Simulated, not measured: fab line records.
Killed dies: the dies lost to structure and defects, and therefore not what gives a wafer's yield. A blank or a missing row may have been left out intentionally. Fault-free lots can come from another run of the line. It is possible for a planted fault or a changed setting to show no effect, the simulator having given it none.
The tool behind it: which one? ; flow gf180mcu ; 21 wafers from 7 lots sampled at 4 of the route's 602 steps

WHAT THE GAUGES SHOWED, per wafer
GF_LVPWELL_TW_MEAS_11.
lot;measured;on;LVPWELL_TW
L262;day 4 16:52;film-metro-03;559 563 566
L264;day 4 16:53;film-metro-04;552 549 552
L266;day 5 07:41;film-metro-03;567 562 567
L268;day 5 16:43;film-metro-04;554 556 559
L274;day 6 20:03;film-metro-03;341 344 342
L278;day 7 18:31;film-metro-03;565 567 565
L284;day 9 05:22;film-metro-03;562 563 558

EACH LOT AND THE TOOL THAT RAN IT (in order: tool; ch and the chambers of the sampled wafers; start)
lot;GF_STI_ETCH_13;GF_DNWELL_STRIP_08;GF_LVPWELL_IMPLANT_08
L262;rie-diel-02 ch 0,3, day 2 06:28;plasma-asher-04 ch 0,1, day 3 14:24;implanter-04 ch 0, day 4 16:28
L264;rie-diel-02 ch 0,2,3, day 2 19:52;plasma-asher-03 ch 0,1, day 3 14:35;implanter-01 ch 0, day 4 16:29
L266;rie-diel-03 ch 1,2, day 3 09:59;plasma-asher-03 ch 0,1, day 4 03:56;implanter-03 ch 0, day 5 07:17
L268;rie-diel-01 ch 0,1,2, day 3 18:48;plasma-asher-04 ch 0,1, day 4 12:33;implanter-04 ch 0, day 5 16:21
L274;rie-diel-03 ch 0,2, day 4 19:21;plasma-asher-03 ch 1, day 5 13:48;implanter-01, day 6 19:39
L278;rie-diel-02 ch 1,3, day 5 16:02;plasma-asher-03 ch 0,1, day 6 11:19;implanter-03 ch 0, day 7 18:07
L284;rie-diel-03 ch 1,2,3, day 7 00:10;plasma-asher-02 ch 0, day 7 20:27;implanter-01 ch 0, day 9 04:58
- GF_STI_ETCH_13: etches the open film in CHF3/O2, stops on Si, target depth 282.31 nm, time 112.9 s.
- GF_DNWELL_STRIP_08: strips in O2/N2.
- GF_LVPWELL_IMPLANT_08

THE ANSWER, worked out from the rows above alone
Rule: usual is defined by the lots themselves. The widest of any qualifying gaps counts: lots, ordered by their means at a reading, are off when they make up no more than a third of the lots, leave a main group of 4 or more, and stand apart from it by 3 or more times the standard deviation of that group's means. Not used: any main group whose means are identical at the precision the tables above print for the reading. A lot without any number at a reading at which 4 lots or more have one is off too. The other lots that the step has rows for count as sound.
Off: L274, seen at GF_LVPWELL_TW_MEAS_11 (LVPWELL_TW). The main group: mean 560, standard deviation 5.2.
If a tool, at a process step before that reading, ran all the lots that are off and no sound lot after the first of them, it fits. The gauges at GF_LVPWELL_TW_MEAS_11 are tried like those tools. None of those tried fits.

WHAT THE SIMULATOR HAD PUT IN
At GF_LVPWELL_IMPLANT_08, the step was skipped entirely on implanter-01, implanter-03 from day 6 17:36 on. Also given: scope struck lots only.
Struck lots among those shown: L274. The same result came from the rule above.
